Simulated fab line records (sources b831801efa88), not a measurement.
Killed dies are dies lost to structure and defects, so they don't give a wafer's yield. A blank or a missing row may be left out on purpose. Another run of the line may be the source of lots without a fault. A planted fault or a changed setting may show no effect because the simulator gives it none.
The tool behind it: which one? -- flow gf180mcu -- 15 lots with 45 wafers sampled at 5 steps, on a route of 602 steps

## WHAT THE GAUGES SHOWED, per wafer
GF_STI_THK_MEAS_22.
lot,measured,on,STI_OXIDATION_01_THK (nm)
L346,day 2 05:44,film-metro-02,15.52 15.61 15.64
L347,day 2 09:46,film-metro-03,15.13 15.21 15.21
L348,day 2 13:23,film-metro-02,15.00 14.98 14.98
L349,day 2 20:02,film-metro-01,14.60 14.75 14.75
L350,day 3 02:00,film-metro-02,15.14 14.95 15.10
L351,day 3 05:33,film-metro-01,14.97 15.03 14.84
L355,day 4 03:17,film-metro-02,15.35 15.63 15.46
L359,day 5 00:29,film-metro-01,14.94 15.45 14.98
L360,day 5 04:35,film-metro-03,15.33 15.08 15.29
L361,day 5 09:59,film-metro-01,14.68 14.84 14.96
L362,day 5 13:15,film-metro-01,15.02 14.88 14.71
L363,day 5 19:10,film-metro-01,14.69 14.73 14.72
L364,day 6 01:38,film-metro-01,14.22 14.59 14.79
L368,day 6 23:41,film-metro-01,15.37 15.46 15.11
L369,day 7 05:10,film-metro-03,14.48 14.67 14.44

GF_STI_THK_MEAS_30.
lot,measured,on,STI_OXIDATION_02_THK (nm)
L346,day 2 08:56,film-metro-02,9.55 9.79 9.76
L347,day 2 12:16,film-metro-02,9.85 9.81 9.83
L348,day 2 15:55,film-metro-02,9.82 9.77 9.53
L349,day 2 23:32,film-metro-03,9.73 9.61 9.59
L350,day 3 04:55,film-metro-02,10.08 10.10 10.15
L351,day 3 08:03,film-metro-02,10.04 10.29 10.14
L355,day 4 05:55,film-metro-03,10.06 10.13 10.15
L359,day 5 04:31,film-metro-02,9.97 9.89 9.89
L360,day 5 07:18,film-metro-02,10.03 10.31 10.24
L361,day 5 12:28,film-metro-02,10.14 10.28 10.25
L362,day 5 15:47,film-metro-03,10.01 10.10 10.02
L363,day 5 22:52,film-metro-03,10.03 10.24 10.05
L364,day 6 05:58,film-metro-02,9.74 9.66 9.72
L368,day 7 03:03,film-metro-02,10.00 10.04 9.91
L369,day 7 10:06,film-metro-03,9.63 9.68 9.61

GF_MVPSD_TW_MEAS_11.
lot,measured,on,MVPSD_TW
L346,day 5 04:43,film-metro-03,553.6 554.5 558.9
L347,day 5 07:35,film-metro-01,553.7 554.3 552.5
L348,day 5 13:17,film-metro-03,556.4 557.7 557.3
L349,day 5 21:47,film-metro-01,551.5 553.8 549.4
L350,day 6 03:47,film-metro-03,554.8 556.5 553.3
L351,day 6 05:47,film-metro-04,553.8 555.7 558.1
L355,day 7 07:05,film-metro-04,555.2 556.6 559.1
L359,day 8 07:56,film-metro-03,752.7 752.3 753.5 752.6 751.3 752.3
L360,day 8 12:28,film-metro-01,753.7 754.6 752.0 752.2 751.4 758.8
L361,day 8 19:16,film-metro-03,754.0 752.2 757.4 751.4 754.8 753.2
L362,day 8 23:14,film-metro-01,554.6 557.2 556.8
L363,day 9 06:24,film-metro-04,559.2 557.3 556.3
L364,day 9 13:58,film-metro-03,554.1 556.3 554.0
L368,day 10 16:46,film-metro-03,554.8 551.4 557.4
L369,day 10 23:47,film-metro-03,552.7 554.8 557.1

GF_VT_IMPLANT_TW_MEAS_10.
lot,measured,on,VT_IMPLANT_TW
L346,day 5 19:02,film-metro-04,569.7 573.2 569.9
L347,day 5 21:59,film-metro-04,567.9 564.3 569.5
L348,day 6 04:17,film-metro-04,568.2 568.9 571.4
L349,day 6 12:26,film-metro-04,568.1 566.9 566.3
L350,day 6 18:53,film-metro-01,569.2 568.9 567.7
L351,day 6 20:02,film-metro-01,568.1 568.1 569.3
L355,day 7 23:11,film-metro-02,564.1 564.8 561.3
L362,day 9 15:30,film-metro-02,567.0 563.8 565.3
L363,day 9 23:42,film-metro-01,566.8 567.1 566.3
L364,day 10 08:07,film-metro-02,565.9 565.8 564.9
L368,day 11 11:46,film-metro-01,564.6 566.7 562.8
L369,day 11 18:05,film-metro-02,563.1 563.8 559.2

## TOOL THAT RAN EACH LOT (tool first, then ch and the chambers of the sampled wafers, then the start)
lot,GF_MVPSD_IMPLANT_09
L346,"implanter-02 ch 0, day 5 04:29"
L347,"implanter-01 ch 0, day 5 07:20"
L348,"implanter-01 ch 0, day 5 13:02"
L349,"implanter-01 ch 0, day 5 21:32"
L350,"implanter-01 ch 0, day 6 03:33"
L351,"implanter-03 ch 0, day 6 05:32"
L355,"implanter-02 ch 0, day 7 06:51"
L359,"implanter-01 ch 0, day 8 07:41"
L360,"implanter-01 ch 0, day 8 12:13"
L361,"implanter-01 ch 0, day 8 19:01"
L362,"implanter-02 ch 0, day 8 22:59"
L363,"implanter-03 ch 0, day 9 06:10"
L364,"implanter-03 ch 0, day 9 13:43"
L368,"implanter-03 ch 0, day 10 16:31"
L369,"implanter-03 ch 0, day 10 23:33"
- GF_MVPSD_IMPLANT_09

## WHAT THE TOOLS THEMSELVES READ (means of the sampled wafers that have a number; where no wafer has one, the mark that the record gives instead)
GF_MVPSD_IMPLANT_09.
lot,tool,dose-ions-cm2,faraday-current-uA
L346,implanter-02,4.999e+12,28.2
L347,implanter-01,4.996e+12,28.4
L348,implanter-01,4.996e+12,28.2
L349,implanter-01,5.006e+12,28.2
L350,implanter-01,4.995e+12,28.6
L351,implanter-03,4.998e+12,28.1
L355,implanter-02,4.999e+12,28.0
L359,implanter-01,5.361e+13,300.9
L360,implanter-01,5.362e+13,292.9
L361,implanter-01,5.363e+13,298.9
L362,implanter-02,5.003e+12,28.4
L363,implanter-03,4.999e+12,28.2
L364,implanter-03,5.001e+12,28.3
L368,implanter-03,4.997e+12,27.9
L369,implanter-03,4.998e+12,28.4

## THE ANSWER, worked out from the rows above alone
Rule: what is usual is taken from the lots themselves. Put in order of their means at a reading, lots are off if they are a third of the lots or fewer, leave a main group of 4 or more, and stand apart from it by a gap of 3 or more times the standard deviation of the main group's means; of several such gaps the widest counts. If all means in a main group match to the digits the tables above print for the reading, that group is not used. A lot without any number at a reading at which 4 lots or more have one is off too. Any other lot the step has rows for is counted as sound. First the gauges in route order, then the tools' own readings, where a lot's mean is used as printed above. At the first step where some lot is off, the reading lying furthest off is the one used; lots without a number count as furthest.
Off: at GF_MVPSD_TW_MEAS_11 (MVPSD_TW), L359, L360, L361. Main group: mean 555.3, sd 1.6.
If a tool, at a process step before that reading, ran all the lots that are off and no sound lot after the first of them, it fits. The gauges at GF_MVPSD_TW_MEAS_11 aren't tried: what is off there is off at GF_MVPSD_IMPLANT_09 too, on other tools, and a gauge's error can't cause that. One fits: GF_MVPSD_IMPLANT_09 on implanter-01. Its last sound lot is L350 (day 6 03:33), its first lot that is off L359 (day 8 07:41): a fault that began between those two fits.
The tool's own readings at GF_MVPSD_IMPLANT_09 bear it out: on the lots that are off they differ by more than 5 times the standard deviation of the sound lots' means. dose-ions-cm2 reads 5.362e+13 there against 4.999e+12 on the sound lots; faraday-current-uA reads 297.6 there against 28.2 on the sound lots.

## WHAT THE SIMULATOR PUT IN
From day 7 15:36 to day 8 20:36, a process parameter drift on implanter-01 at GF_MVPSD_IMPLANT_09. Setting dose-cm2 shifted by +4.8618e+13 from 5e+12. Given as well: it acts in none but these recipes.
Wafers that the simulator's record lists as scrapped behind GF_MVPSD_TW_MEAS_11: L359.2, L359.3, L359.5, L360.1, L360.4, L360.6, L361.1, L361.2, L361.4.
Lots struck among those shown: L359, L360, L361. The rule given above showed the same thing.
